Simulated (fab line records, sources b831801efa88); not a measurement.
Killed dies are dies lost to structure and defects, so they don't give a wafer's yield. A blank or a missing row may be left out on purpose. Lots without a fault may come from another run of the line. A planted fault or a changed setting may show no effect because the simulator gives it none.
fab line records | flow gf180mcu
record lots=5 wafers=15 last_day=32
route steps=602 shown TOP_METAL@569 PASSIVATION@587
lots that met no fault: from a run of the same line without faults
start_h: hours from the record's first day to the start of the lot's first wafer shown | wait_h: hours since the lot's step before | " the same as in the row above | L1.1+2: a row that stands for several wafers | - no value, or no start given | * or withheld: withheld | < > ~ a bound
route shown NAME@n: a module of which the file shows steps, and the number in the route of the first | usual: mean/standard deviation of fault-free wafers | same: alike in all rows | chamber/n: place in a boat | sites: the reading at each site | _std_site: their standard deviation | _edge_site: outer sites' mean less inner sites' | radius_mm: how far each site lies from the wafer's centre | mask NAME#n: copy n | behind: the tool/chamber that last shaped the wafer | hold: why the lot was held/for how many hours/how that ended | device: the transistor (n, p or np) that didn't switch | end of line: the same wafers' tests at the end of the route | a step without rows: its recipe alone | killed: dies lost to structure and defects at the first sort, not the wafer's yield | map: a wafer's dies, x killed, . not, _ none there
set.NAME: the setting as run; set.NAME@STEP: as run at that earlier step | model.NAME: the simulator's own value behind a step, which no gauge read
lots at some steps of the route; a table a step, a row a wafer
services: from which hour (start_h, from the record's first day; less than 0 if before it) a tool's chamber was out of use, for how many hours, and why
## steps
# step GF_TOP_METAL_SPUTTER_02
# recipe material=AlCu target_thk_nm=900 power_w=10600 chamber_pressure_pa=0.3 substrate_temp_c=250 gas=Ar time_s=47.82
# usual chamber_pressure_pa=0.3000/0.00054 throttle_valve_pct=29.8/0.99
# columns lot.wafer tool chamber start_h wait_h chamber_pressure_pa throttle_valve_pct
L074.1 pvd_sputter-04 - 631.34 0.0 0.2997 29.3
L074.2 " - " " 0.2999 30.9
L074.6 " - " " 0.3010 29.1
L079.1 pvd_sputter-01 - 668.71 0.0 0.2997 30.6
L079.2 " - " " 0.2987 29.0
L079.6 " - " " 0.2989 28.8
L081.2 pvd_sputter-01 - 682.70 0.0 0.2996 29.7
L081.3 " - " " 0.2990 28.9
L081.5 " - " " 0.3008 30.9
L083.2 pvd_sputter-02 - 698.55 0.0 0.2996 30.9
L083.3 " - " " 0.3001 29.0
L083.6 " - " " 0.3000 30.2
L087.2 pvd_sputter-04 - 723.47 0.0 0.3005 31.0
L087.3 " - " " 0.2998 29.3
L087.6 " - " " 0.3005 29.2
# step GF_TOP_METAL_SPUTTER_03
# recipe material=Ti target_thk_nm=5 substrate_temp_c=300 chamber_pressure_pa=0.3 power_w=3000 time_s=3.3
# usual chamber_pressure_pa=0.3000/0.00053 throttle_valve_pct=29.8/1
# columns lot.wafer tool chamber start_h wait_h chamber_pressure_pa throttle_valve_pct
L074.1 pvd_sputter-04 - 631.38 0.0 0.3003 29.3
L074.2 " - " " 0.3005 31.0
L074.6 " - " " 0.3003 29.1
L079.1 pvd_sputter-01 - 668.76 0.0 0.2997 30.8
L079.2 " - " " 0.2998 28.9
L079.6 " - " " 0.3006 28.7
L081.2 pvd_sputter-01 - 682.74 0.0 0.3000 29.9
L081.3 " - " " 0.3006 29.1
L081.5 " - " " 0.3000 31.2
L083.2 pvd_sputter-02 - 698.59 0.0 0.2996 31.0
L083.3 " - " " 0.2996 29.1
L083.6 " - " " 0.3001 30.6
L087.2 pvd_sputter-04 - 723.51 0.0 0.2997 31.0
L087.3 " - " " 0.3003 29.4
L087.6 " - " " 0.3007 29.6
# step GF_TOP_METAL_SPUTTER_04
# recipe material=TiN target_thk_nm=25 power_w=6500 time_s=20.8 chamber_pressure_pa=0.4
# usual chamber_pressure_pa=0.4000/0.00077 throttle_valve_pct=29.8/0.99
# columns lot.wafer tool chamber start_h wait_h chamber_pressure_pa throttle_valve_pct
L074.1 pvd_sputter-04 - 631.40 0.0 0.3992 29.1
L074.2 " - " " 0.3987 31.0
L074.6 " - " " 0.3996 28.9
L079.1 pvd_sputter-01 - 668.78 0.0 0.4001 31.0
L079.2 " - " " 0.3998 29.0
L079.6 " - " " 0.4002 28.8
L081.2 pvd_sputter-01 - 682.76 0.0 0.4013 30.0
L081.3 " - " " 0.4005 28.8
L081.5 " - " " 0.3998 30.8
L083.2 pvd_sputter-02 - 698.61 0.0 0.3998 30.9
L083.3 " - " " 0.3997 28.6
L083.6 " - " " 0.4012 30.2
L087.2 pvd_sputter-04 - 723.53 0.0 0.4000 30.8
L087.3 " - " " 0.3993 29.6
L087.6 " - " " 0.4002 29.3
# step GF_TOP_METAL_RS_MEAS_05
# recipe thk_meas_gauge=four-point-probe reads=TiN_of_TOP_METAL_SPUTTER_04+Ti_of_TOP_METAL_SPUTTER_03+AlCu_of_TOP_METAL_SPUTTER_02+TiN_of_TOP_METAL_SPUTTER_01+Ti_of_TOP_METAL_SPUTTER_00
# usual TOP_METAL_ALCU_RS=0.0327/0.00049
# columns lot.wafer tool chamber start_h wait_h TOP_METAL_ALCU_RS[ohm/sq]
L074.1 film_metro-02 - 631.43 0.0 0.0322
L074.2 " - " " 0.0319
L074.6 " - " " 0.0321
L079.1 film_metro-02 - 668.80 0.0 0.0323
L079.2 " - " " 0.0324
L079.6 " - " " 0.0323
L081.2 film_metro-03 - 682.81 0.0 0.0327
L081.3 " - " " 0.0327
L081.5 " - " " 0.0327
L083.2 film_metro-03 - 698.66 0.0 0.0328
L083.3 " - " " 0.0333
L083.6 " - " " 0.0331
L087.2 film_metro-02 - 723.58 0.0 0.0315
L087.3 " - " " 0.0318
L087.6 " - " " 0.0322
# step GF_TOP_METAL_THK_MEAS_06
# recipe thk_meas_gauge=xrf reads=AlCu_of_TOP_METAL_SPUTTER_02
# usual TOP_METAL_ALCU_THK=908/15
# columns lot.wafer tool chamber start_h wait_h TOP_METAL_ALCU_THK[nm]
L074.1 film_metro-02 - 631.55 0.1 930
L074.2 " - " " 935
L074.6 " - " " 930
L079.1 film_metro-02 - 668.92 0.1 920
L079.2 " - " " 915
L079.6 " - " " 916
L081.2 film_metro-03 - 682.92 0.1 902
L081.3 " - " " 905
L081.5 " - " " 906
L083.2 film_metro-03 - 698.77 0.1 898
L083.3 " - " " 887
L083.6 " - " " 899
L087.2 film_metro-02 - 723.69 0.1 944
L087.3 " - " " 943
L087.6 " - " " 926
# step GF_TOP_METAL_DEHYDRATE_07
# recipe temp_c=200 time_s=60
# usual exhaust_pa=44.9/0.94 plate_temp_C=199.95/0.18
# columns lot.wafer tool chamber start_h wait_h exhaust_pa plate_temp_C
L074.1 litho_track-02 0 641.26 9.7 45.2 200.00
L074.2 " 0 " " 44.9 200.08
L074.6 " 0 " " 44.1 199.87
L079.1 litho_track-04 0 678.25 9.3 45.2 199.94
L079.2 " 0 " " 45.8 199.96
L079.6 " 0 " " 44.3 200.08
L081.2 litho_track-03 0 691.38 8.4 44.1 199.85
L081.3 " 0 " " 43.6 200.19
L081.5 " 0 " " 43.1 200.00
L083.2 litho_track-03 0 707.08 8.3 46.5 200.22
L083.3 " 0 " " 46.5 200.06
L083.6 " 0 " " 45.0 199.93
L087.2 litho_track-02 0 731.89 8.2 44.7 199.94
L087.3 " 0 " " 44.2 199.78
L087.6 " 0 " " 44.0 200.00
# step GF_TOP_METAL_HMDS_08
# recipe prime_time_s=60 prime_temp_c=120
# usual exhaust_pa=45.2/0.98
# columns lot.wafer tool chamber start_h wait_h exhaust_pa
L074.1 litho_track-02 0 641.41 0.1 45.0
L074.2 " 0 " " 43.9
L074.6 " 0 " " 43.8
L079.1 litho_track-04 0 678.40 0.1 44.9
L079.2 " 0 " " 44.8
L079.6 " 0 " " 45.3
L081.2 litho_track-03 0 691.53 0.1 44.1
L081.3 " 0 " " 44.4
L081.5 " 0 " " 43.5
L083.2 litho_track-03 0 707.23 0.1 44.3
L083.3 " 0 " " 43.6
L083.6 " 0 " " 42.8
L087.2 litho_track-02 0 732.04 0.1 45.1
L087.3 " 0 " " 45.1
L087.6 " 0 " " 45.7
# step GF_TOP_METAL_COAT_09
# recipe resist=NOVOLAK spin_rpm=3000 resist_thk_nm=1500
# usual exhaust_pa=45.3/0.96
# columns lot.wafer tool chamber start_h wait_h exhaust_pa
L074.1 litho_track-02 0 641.56 0.1 46.4
L074.2 " 0 " " 44.4
L074.6 " 0 " " 45.2
L079.1 litho_track-04 0 678.55 0.1 45.2
L079.2 " 0 " " 46.9
L079.6 " 0 " " 45.9
L081.2 litho_track-03 0 691.68 0.1 44.4
L081.3 " 0 " " 44.8
L081.5 " 0 " " 44.5
L083.2 litho_track-03 0 707.38 0.1 45.9
L083.3 " 0 " " 46.1
L083.6 " 0 " " 45.4
L087.2 litho_track-02 0 732.19 0.1 45.0
L087.3 " 0 " " 45.2
L087.6 " 0 " " 45.0
# step GF_TOP_METAL_SOFTBAKE_10
# recipe temp_c=90 time_s=60 resist=NOVOLAK
# usual exhaust_pa=45.1/0.89 plate_temp_C=90.02/0.12
# columns lot.wafer tool chamber start_h wait_h exhaust_pa plate_temp_C
L074.1 litho_track-02 0 641.71 0.1 44.6 90.15
L074.2 " 0 " " 43.7 90.11
L074.6 " 0 " " 45.4 90.08
L079.1 litho_track-04 0 678.70 0.1 45.5 90.04
L079.2 " 0 " " 44.2 90.13
L079.6 " 0 " " 44.1 90.02
L081.2 litho_track-03 0 691.83 0.1 45.1 90.31
L081.3 " 0 " " 44.9 90.19
L081.5 " 0 " " 44.9 90.25
L083.2 litho_track-03 0 707.53 0.1 46.1 90.07
L083.3 " 0 " " 46.2 90.22
L083.6 " 0 " " 46.9 90.13
L087.2 litho_track-02 0 732.34 0.1 44.8 90.16
L087.3 " 0 " " 44.9 90.06
L087.6 " 0 " " 46.1 89.92
# step GF_TOP_METAL_EXPOSE_11
# recipe mask_id=MetalTop target_cd_nm=440 na=0.6 source_shape=conventional sigma_outer=0.6 dose_mj=170
# columns lot.wafer tool chamber start_h wait_h mask
L074.1+2+6 iline_stepper-01 0 - - MetalTop#0
L079.1+2+6 iline_stepper-01 0 - - MetalTop#0
L081.2+3+5 iline_stepper-02 0 - - MetalTop#0
L083.2+3+6 iline_stepper-01 0 - - MetalTop#0
L087.2+3+6 iline_stepper-02 0 - - MetalTop#0
# step GF_TOP_METAL_PEB_12
# recipe temp_c=withheld time_s=* resist=NOVOLAK
# usual exhaust_pa=45.0/0.86
# columns lot.wafer tool chamber start_h wait_h exhaust_pa
L074.1 litho_track-02 0 - - 44.0
L074.2 " 0 " " 44.8
L074.6 " 0 " " 45.6
L079.1 litho_track-02 0 - - 45.4
L079.2 " 0 " " 44.2
L079.6 " 0 " " 45.7
L081.2 litho_track-04 0 - - 45.2
L081.3 " 0 " " 43.0
L081.5 " 0 " " 44.7
L083.2 litho_track-04 0 - - 44.6
L083.3 " 0 " " 44.4
L083.6 " 0 " " 44.0
L087.2 litho_track-02 0 - - 44.4
L087.3 " 0 " " 44.5
L087.6 " 0 " " 45.2
# step GF_TOP_METAL_DEVELOP_13
# recipe develop_time_s=60 dev_temp_c=23
# usual exhaust_pa=44.8/0.95
# columns lot.wafer tool chamber start_h wait_h exhaust_pa
L074.1 litho_track-02 0 651.46 0.1 44.4
L074.2 " 0 " " 44.5
L074.6 " 0 " " 44.0
L079.1 litho_track-02 0 687.56 0.1 42.4
L079.2 " 0 " " 45.1
L079.6 " 0 " " 44.8
L081.2 litho_track-04 0 700.77 0.1 45.6
L081.3 " 0 " " 45.9
L081.5 " 0 " " 45.2
L083.2 litho_track-04 0 716.27 0.1 44.3
L083.3 " 0 " " 44.1
L083.6 " 0 " " 43.6
L087.2 litho_track-02 0 740.49 0.1 47.5
L087.3 " 0 " " 47.3
L087.6 " 0 " " 46.0
# step GF_TOP_METAL_CD_MEAS_14
# recipe target_cd_nm=440
# usual cd_nm=439.8/2.7
# columns lot.wafer tool chamber start_h wait_h cd_nm
L074.1 cd_sem-02 - 651.64 0.2 440.9
L074.2 " - " " 440.4
L074.6 " - " " 440.2
L079.1 cd_sem-02 - 687.71 0.1 440.9
L079.2 " - " " 441.3
L079.6 " - " " 442.2
L081.2 cd_sem-01 - 700.92 0.1 436.7
L081.3 " - " " 436.8
L081.5 " - " " 436.6
L083.2 cd_sem-01 - 716.42 0.1 439.9
L083.3 " - " " 438.3
L083.6 " - " " 439.6
L087.2 cd_sem-02 - 740.63 0.1 437.1
L087.3 " - " " 439.0
L087.6 " - " " 437.0
# step GF_TOP_METAL_OVL_MEAS_15
# usual TOP_METAL_OVL=0.4/1.7
# columns lot.wafer tool chamber start_h wait_h TOP_METAL_OVL[nm]
L074.1 overlay-02 - 651.76 0.1 4.9
L074.2 " - " " 2.6
L074.6 " - " " 2.8
L079.1 overlay-01 - 687.83 0.1 0.0
L079.2 " - " " 5.2
L079.6 " - " " 2.3
L081.2 overlay-02 - 701.02 0.1 -2.0
L081.3 " - " " 0.0
L081.5 " - " " -2.3
L083.2 overlay-01 - 716.52 0.1 1.4
L083.3 " - " " 1.3
L083.6 " - " " 0.7
L087.2 overlay-01 - 740.74 0.1 1.4
L087.3 " - " " 1.4
L087.6 " - " " 0.9
# step GF_TOP_METAL_METAL_ETCH_16
# recipe chemistry=Cl2/BCl3 mask_material=NOVOLAK target_depth_nm=1197 stop_on=SiO2 pressure_mtorr=8 icp_w=800 bias_w=140 Cl2_flow_sccm=80 bcl3_flow_sccm=40 time_s=199.5
# usual drypump_motor_current_A=5.7/0.44 oes_product_au=0.988/0.011 throttle_valve_pct=28.233/0.014
# columns lot.wafer tool chamber start_h wait_h drypump_motor_current_A oes_product_au rf_hours_counter_h throttle_valve_pct
L074.1 rie_metal-02 0 651.80 0.0 5.3 0.997 7 28.208
L074.2 " 1 " " 5.5 0.994 2 28.220
L074.6 " 1 " " 5.5 0.985 - 28.219
L079.1 rie_metal-01 1 687.87 0.0 5.5 1.001 7 28.227
L079.2 " 0 " " 6.4 0.964 14 28.265
L079.6 " 1 " " 5.5 1.004 - 28.218
L081.2 rie_metal-02 0 701.05 0.0 5.3 0.986 9 28.236
L081.3 " 0 " " 5.2 0.993 - 28.231
L081.5 " 1 " " 5.5 0.982 - 28.219
L083.2 rie_metal-03 0 716.62 0.1 6.3 1.009 - 28.217
L083.3 " 0 " " 6.3 0.999 - 28.218
L083.6 " 0 " " 6.3 1.006 - 28.221
L087.2 rie_metal-01 1 740.77 0.0 5.5 0.994 10 28.212
L087.3 " 1 " " 5.5 0.989 - 28.223
L087.6 " 1 " " 5.5 0.997 - 28.218
# step GF_TOP_METAL_STRIP_17
# recipe chemistry=O2/N2 power_w=1400 pressure_mtorr=1500 platen_temp_c=250 o2_flow_sccm=3000 n2_flow_sccm=300 overash_fraction=0.5
# usual drypump_motor_current_A=5.48/0.26 heater_power_w=354/36 oes_product_au=0.710/0.0045 strip_time_to_endpoint_s=12.91/0.16
# columns lot.wafer tool chamber start_h wait_h drypump_motor_current_A heater_power_w oes_product_au rf_hours_counter_h strip_time_to_endpoint_s
L074.1 plasma_asher-01 1 651.99 0.1 5.50 327 0.710 24 13.03
L074.2 " 0 " " 5.83 380 0.710 24 12.94
L074.6 " 0 " " 5.81 384 0.712 - 12.92
L079.1 plasma_asher-03 0 688.06 0.1 5.08 356 0.709 91 12.80
L079.2 " 1 " " 5.24 323 0.711 91 13.07
L079.6 " 0 " " 5.07 350 0.709 - 12.74
L081.2 plasma_asher-02 0 701.25 0.1 5.49 339 0.712 61 12.96
L081.3 " 1 " " 5.72 427 0.711 - 12.94
L081.5 " 0 " " 5.52 334 0.709 - 12.82
L083.2 plasma_asher-03 1 716.94 0.3 5.23 336 0.718 94 12.65
L083.3 " 0 " " 5.08 342 0.709 - 12.57
L083.6 " 0 " " 5.08 347 0.717 - 12.63
L087.2 plasma_asher-01 0 740.96 0.1 5.80 378 0.704 33 12.79
L087.3 " 0 " " 5.81 381 0.705 - 12.83
L087.6 " 1 " " 5.49 322 0.709 - 12.85
# step GF_TOP_METAL_STRIP_18
# recipe chemistry=post_etch_residue_remover time_s=1200 temp_c=72.5
# columns lot.wafer tool chamber start_h wait_h
L074.1+2+6 wet_bench-01 0 652.09 0.1
L079.1+2+6 wet_bench-02 3 688.16 0.1
L081.2+3+5 wet_bench-04 3 701.35 0.1
L083.2+3+6 wet_bench-04 3 717.04 0.1
L087.2+3+6 wet_bench-04 0 741.06 0.1
# step GF_TOP_METAL_CLEAN_19
# recipe chemistry=DIW dry=n2_spin
# columns lot.wafer tool chamber start_h wait_h
L074.1+2+6 wet_bench-04 3 652.43 0.0
L079.1+2+6 wet_bench-02 1 688.53 0.0
L081.2+3+5 wet_bench-02 3 701.69 0.0
L083.2+3+6 wet_bench-01 1 717.38 0.0
L087.2+3+6 wet_bench-02 0 741.40 0.0
# step GF_PASSIVATION_CVD_00
# recipe material=SiO2 target_thk_nm=1000 precursor=TEOS temp_c=400 time_s=111.95 rf_w=600
# usual heater_power_w=692/80
# columns lot.wafer tool chamber start_h wait_h heater_power_w
L074.1 pecvd-04 0 652.53 0.0 726
L074.2 " 1 " " 723
L074.6 " 2 " " 602
L079.1 pecvd-01 2 688.62 0.0 754
L079.2 " 0 " " 708
L079.6 " 0 " " 582
L081.2 pecvd-01 2 701.78 0.0 747
L081.3 " 1 " " 669
L081.5 " 0 " " 718
L083.2 pecvd-04 2 717.47 0.0 543
L083.3 " 1 " " 664
L083.6 " 2 " " 602
L087.2 pecvd-02 0 741.49 0.0 870
L087.3 " 2 " " 606
L087.6 " 2 " " 652
# step GF_PASSIVATION_THK_MEAS_01
# recipe reads=SiO2_of_PASSIVATION_CVD_00
# usual PASSIVATION_CVD_00_THK=1004/15
# columns lot.wafer tool chamber start_h wait_h PASSIVATION_CVD_00_THK[nm]
L074.1 film_metro-04 - 652.61 0.0 1002
L074.2 " - " " 991
L074.6 " - " " 1030
L079.1 film_metro-03 - 688.70 0.0 981
L079.2 " - " " 986
L079.6 " - " " 1011
L081.2 film_metro-04 - 701.87 0.0 986
L081.3 " - " " 981
L081.5 " - " " 1001
L083.2 film_metro-01 - 717.56 0.0 1024
L083.3 " - " " 1009
L083.6 " - " " 1038
L087.2 film_metro-04 - 741.58 0.0 988
L087.3 " - " " 975
L087.6 " - " " 987
# step GF_PASSIVATION_CVD_02
# recipe material=Si3N4 target_thk_nm=700 time_s=486.18 temp_c=400 rf_w=450
# usual heater_power_w=757/78
# columns lot.wafer tool chamber start_h wait_h heater_power_w
L074.1 pecvd-01 2 652.67 0.1 847
L074.2 " 0 " " 737
L074.6 " 2 " " 682
L079.1 pecvd-02 1 688.76 0.1 661
L079.2 " 2 " " 723
L079.6 " 2 " " 584
L081.2 pecvd-04 1 701.92 0.0 796
L081.3 " 2 " " 658
L081.5 " 2 " " 689
L083.2 pecvd-01 1 717.61 0.0 866
L083.3 " 2 " " 843
L083.6 " 0 " " 628
L087.2 pecvd-04 2 741.63 0.0 654
L087.3 " 0 " " 719
L087.6 " 0 " " 766
# step GF_PASSIVATION_THK_MEAS_03
# recipe reads=Si3N4_of_PASSIVATION_CVD_02
# usual PASSIVATION_CVD_02_THK=700/11
# columns lot.wafer tool chamber start_h wait_h PASSIVATION_CVD_02_THK[nm]
L074.1 film_metro-01 - 652.96 0.1 697
L074.2 " - " " 685
L074.6 " - " " 710
L079.1 film_metro-01 - 689.05 0.1 693
L079.2 " - " " 699
L079.6 " - " " 708
L081.2 film_metro-03 - 702.21 0.2 709
L081.3 " - " " 694
L081.5 " - " " 700
L083.2 film_metro-03 - 717.91 0.2 690
L083.3 " - " " 696
L083.6 " - " " 710
L087.2 film_metro-03 - 741.93 0.2 695
L087.3 " - " " 692
L087.6 " - " " 708
# step GF_PASSIVATION_DEHYDRATE_04
# recipe temp_c=200 time_s=60
# usual exhaust_pa=45.0/0.95 plate_temp_C=200.00/0.15
# columns lot.wafer tool chamber start_h wait_h exhaust_pa plate_temp_C
L074.1 litho_track-02 0 661.91 8.9 43.9 199.85
L074.2 " 0 " " 44.2 200.03
L074.6 " 0 " " 43.9 199.91
L079.1 litho_track-02 0 697.91 8.9 43.2 199.86
L079.2 " 0 " " 42.9 199.64
L079.6 " 0 " " 43.6 199.59
L081.2 litho_track-03 0 710.73 8.5 44.5 200.34
L081.3 " 0 " " 45.6 200.19
L081.5 " 0 " " 44.7 200.14
L083.2 litho_track-03 0 726.28 8.4 45.7 200.12
L083.3 " 0 " " 43.7 199.91
L083.6 " 0 " " 44.8 200.02
L087.2 litho_track-01 0 749.46 7.5 43.6 200.08
L087.3 " 0 " " 44.3 200.08
L087.6 " 0 " " 44.7 200.28
# step GF_PASSIVATION_HMDS_05
# recipe prime_time_s=60 prime_temp_c=120
# usual exhaust_pa=44.9/0.82
# columns lot.wafer tool chamber start_h wait_h exhaust_pa
L074.1 litho_track-02 0 662.06 0.1 44.8
L074.2 " 0 " " 44.7
L074.6 " 0 " " 46.1
L079.1 litho_track-02 0 698.06 0.1 45.7
L079.2 " 0 " " 44.7
L079.6 " 0 " " 45.4
L081.2 litho_track-03 0 710.88 0.1 46.9
L081.3 " 0 " " 45.7
L081.5 " 0 " " 45.7
L083.2 litho_track-03 0 726.43 0.1 43.8
L083.3 " 0 " " 43.4
L083.6 " 0 " " 45.3
L087.2 litho_track-01 0 749.61 0.1 45.0
L087.3 " 0 " " 44.4
L087.6 " 0 " " 45.4
# step GF_PASSIVATION_COAT_06
# recipe spin_rpm=2000 resist_thk_nm=4000
# usual exhaust_pa=45.1/0.94
# columns lot.wafer tool chamber start_h wait_h exhaust_pa
L074.1 litho_track-02 0 662.21 0.1 46.6
L074.2 " 0 " " 45.2
L074.6 " 0 " " 44.7
L079.1 litho_track-02 0 698.21 0.1 44.1
L079.2 " 0 " " 46.6
L079.6 " 0 " " 44.8
L081.2 litho_track-03 0 711.03 0.1 43.6
L081.3 " 0 " " 45.8
L081.5 " 0 " " 44.6
L083.2 litho_track-03 0 726.58 0.1 45.8
L083.3 " 0 " " 45.5
L083.6 " 0 " " 46.3
L087.2 litho_track-01 0 749.76 0.1 44.4
L087.3 " 0 " " 44.7
L087.6 " 0 " " 45.9
# step GF_PASSIVATION_SOFTBAKE_07
# recipe temp_c=110 time_s=withheld
# usual exhaust_pa=45.1/0.85 plate_temp_C=110.02/0.12
# columns lot.wafer tool chamber start_h wait_h exhaust_pa plate_temp_C
L074.1 litho_track-02 0 662.36 0.1 45.6 109.94
L074.2 " 0 " " 44.1 110.14
L074.6 " 0 " " 45.5 110.09
L079.1 litho_track-02 0 698.36 0.1 43.8 110.01
L079.2 " 0 " " 44.4 110.31
L079.6 " 0 " " 45.4 110.29
L081.2 litho_track-03 0 711.18 0.1 46.6 109.80
L081.3 " 0 " " 47.0 109.82
L081.5 " 0 " " 46.2 110.00
L083.2 litho_track-03 0 726.73 0.1 46.1 109.99
L083.3 " 0 " " 45.0 109.99
L083.6 " 0 " " 45.6 109.90
L087.2 litho_track-01 0 749.92 0.1 46.0 110.22
L087.3 " 0 " " 44.9 110.26
L087.6 " 0 " " 45.1 110.15
# step GF_PASSIVATION_EXPOSE_08
# recipe mask_id=Pad target_cd_nm=40000 na=0.57 dose_mj=310
# columns lot.wafer tool chamber start_h wait_h mask
L074.1+2+6 iline_stepper-01 0 - - Pad#0
L079.1+2+6 iline_stepper-02 0 - - Pad#0
L081.2+3+5 iline_stepper-02 0 - - Pad#0
L083.2+3+6 iline_stepper-02 0 - - Pad#0
L087.2+3+6 iline_stepper-02 0 - - Pad#0
# step GF_PASSIVATION_PEB_09
# recipe temp_c=115 time_s=withheld
# usual exhaust_pa=44.9/0.93 plate_temp_C=115.02/0.12
# columns lot.wafer tool chamber start_h wait_h exhaust_pa plate_temp_C
L074.1 litho_track-02 0 - - 44.5 114.91
L074.2 " 0 " " 44.9 114.82
L074.6 " 0 " " 46.1 114.98
L079.1 litho_track-02 0 - - 44.4 115.13
L079.2 " 0 " " 45.3 114.93
L079.6 " 0 " " 45.7 114.74
L081.2 litho_track-01 0 - - 44.6 115.14
L081.3 " 0 " " 42.8 115.12
L081.5 " 0 " " 44.0 115.06
L083.2 litho_track-03 0 - - 44.5 114.81
L083.3 " 0 " " 44.0 115.07
L083.6 " 0 " " 45.9 115.39
L087.2 litho_track-03 0 - - 44.1 114.93
L087.3 " 0 " " 44.3 114.93
L087.6 " 0 " " 44.8 115.10
# step GF_PASSIVATION_DEVELOP_10
# recipe develop_time_s=60 dev_temp_c=23
# usual exhaust_pa=45.1/0.91
# columns lot.wafer tool chamber start_h wait_h exhaust_pa
L074.1 litho_track-02 0 - - 46.1
L074.2 " 0 " " 46.6
L074.6 " 0 " " 47.6
L079.1 litho_track-02 0 - - 43.4
L079.2 " 0 " " 44.0
L079.6 " 0 " " 44.4
L081.2 litho_track-01 0 - - 46.2
L081.3 " 0 " " 45.3
L081.5 " 0 " " 44.2
L083.2 litho_track-03 0 - - 45.8
L083.3 " 0 " " 45.3
L083.6 " 0 " " 45.5
L087.2 litho_track-03 0 - - 45.4
L087.3 " 0 " " 45.5
L087.6 " 0 " " 45.6
# step GF_PASSIVATION_ETCH_11
# recipe chemistry=CF4/O2 target_depth_nm=2040 stop_on=TiN source_w=800 bias_w=150 pressure_mtorr=150 cf4_flow_sccm=80 O2_flow_sccm=10 time_s=453.3
# usual drypump_motor_current_A=5.7/0.45 oes_product_au=0.986/0.0068 throttle_valve_pct=5.966/0.0092
# columns lot.wafer tool chamber start_h wait_h drypump_motor_current_A oes_product_au rf_hours_counter_h throttle_valve_pct
L074.1 rie_diel-03 2 671.86 - 5.3 0.987 32 5.960
L074.2 " 0 " " 5.3 0.982 7 5.978
L074.6 " 0 " " 5.3 0.980 - 5.965
L079.1 rie_diel-03 2 707.26 - 5.4 0.987 34 5.982
L079.2 " 3 " " 6.2 0.974 5 5.975
L079.6 " 2 " " 5.4 0.990 - 5.960
L081.2 rie_diel-01 0 719.93 - 6.2 0.980 29 5.975
L081.3 " 1 " " 5.4 0.981 17 5.973
L081.5 " 3 " " 5.4 0.976 - 5.953
L083.2 rie_diel-04 0 735.35 - 6.4 0.986 13 5.958
L083.3 " 1 " " 6.5 0.996 21 5.961
L083.6 " 0 " " 6.4 0.985 - 5.968
L087.2 rie_diel-01 3 757.80 - 5.4 0.980 8 5.975
L087.3 " 1 " " 5.4 0.980 19 5.968
L087.6 " 0 " " 6.2 0.978 - 5.967
# step GF_PASSIVATION_STRIP_12
# recipe chemistry=O2/N2 power_w=1400 pressure_mtorr=1500 platen_temp_c=250 o2_flow_sccm=3000 n2_flow_sccm=300 overash_fraction=0.5
# usual drypump_motor_current_A=5.8/0.4 heater_power_w=347/44 oes_product_au=0.719/0.0046 strip_time_to_endpoint_s=33.13/0.25
# columns lot.wafer tool chamber start_h wait_h drypump_motor_current_A heater_power_w oes_product_au rf_hours_counter_h strip_time_to_endpoint_s
L074.1 plasma_asher-01 1 672.13 0.1 5.5 328 0.716 26 33.19
L074.2 " 0 " " 5.8 376 0.719 26 33.11
L074.6 " 0 " " 5.8 391 0.719 - 33.21
L079.1 plasma_asher-01 1 707.53 0.1 5.5 310 0.717 30 32.86
L079.2 " 0 " " 5.8 386 0.719 30 33.32
L079.6 " 1 " " 5.5 311 0.726 - 32.85
L081.2 plasma_asher-04 1 720.20 0.1 5.5 341 0.719 107 33.41
L081.3 " 0 " " 6.6 285 0.716 - 33.08
L081.5 " 1 " " 5.5 358 0.733 - 33.38
L083.2 plasma_asher-02 1 735.62 0.1 5.7 418 0.713 65 33.28
L083.3 " 1 " " 5.7 421 0.716 - 32.99
L083.6 " 0 " " 5.5 326 0.720 - 33.31
L087.2 plasma_asher-04 0 758.07 0.1 6.6 295 0.716 1 33.63
L087.3 " 1 " " 5.5 328 0.722 - 33.11
L087.6 " 0 " " 6.6 294 0.718 - 33.51
# step GF_PASSIVATION_ANNEAL_13
# recipe temp_c=400 time_s=1800 ambient=N2/H2 idle_temp_c=300 ramp_up_c_per_min=10 ramp_down_c_per_min=3
# columns lot.wafer tool chamber start_h wait_h
L074.1+2+6 furnace-01 0 672.23 0.1
L079.1+2+6 furnace-01 0 707.63 0.1
L081.2+3+5 furnace-01 0 720.30 0.1
L083.2+3+6 furnace-01 0 735.72 0.1
L087.2+3+6 furnace-02 0 758.17 0.1
# step GF_PASSIVATION_BOW_MEAS_14
# recipe mode=bow
# usual PASSIVATION_BOW=132/12
# columns lot.wafer tool chamber start_h wait_h PASSIVATION_BOW[um]
L074.1 film_metro-03 - 673.73 0.0 132
L074.2 " - " " 127
L074.6 " - " " 130
L079.1 film_metro-04 - 709.13 0.0 112
L079.2 " - " " 125
L079.6 " - " " 114
L081.2 film_metro-04 - 721.82 0.0 121
L081.3 " - " " 110
L081.5 " - " " 120
L083.2 film_metro-01 - 737.24 0.0 133
L083.3 " - " " 130
L083.6 " - " " 133
L087.2 film_metro-01 - 759.69 0.0 111
L087.3 " - " " 129
L087.6 " - " " 127
## services
# columns tool chamber start_h hours kind
pecvd-04 - 607.87 2.8 pm
furnace-01 - 610.29 3.8 pm
pvd_sputter-01 - 626.63 1.2 repair
furnace-01 - 629.73 4.2 pm
furnace-01 - 634.60 4.4 repair
plasma_asher-01 - 638.18 2.7 repair
pecvd-02 - 638.62 1.1 repair
furnace-02 - 641.50 3.0 pm
furnace-01 - 660.06 3.3 pm
pvd_sputter-02 - 674.72 2.7 repair
rie_diel-01 - 676.21 0.8 repair
plasma_asher-01 - 678.14 2.2 repair
wet_bench-04 - 679.78 0.7 repair
plasma_asher-04 - 689.52 3.8 repair
iline_stepper-02 - 700.98 8.2 repair
pecvd-04 0 711.80 3.8 repair
plasma_asher-01 - 714.69 2.3 repair
rie_metal-02 - 718.32 62.8 repair
iline_stepper-01 - 726.86 1.7 pm
plasma_asher-04 - 733.75 9.0 pm
iline_stepper-02 - 738.28 1.7 pm
plasma_asher-02 - 740.65 3.3 repair
furnace-01 - 741.96 8.4 pm
rie_diel-03 1 748.60 9.5 repair
## key
fault none
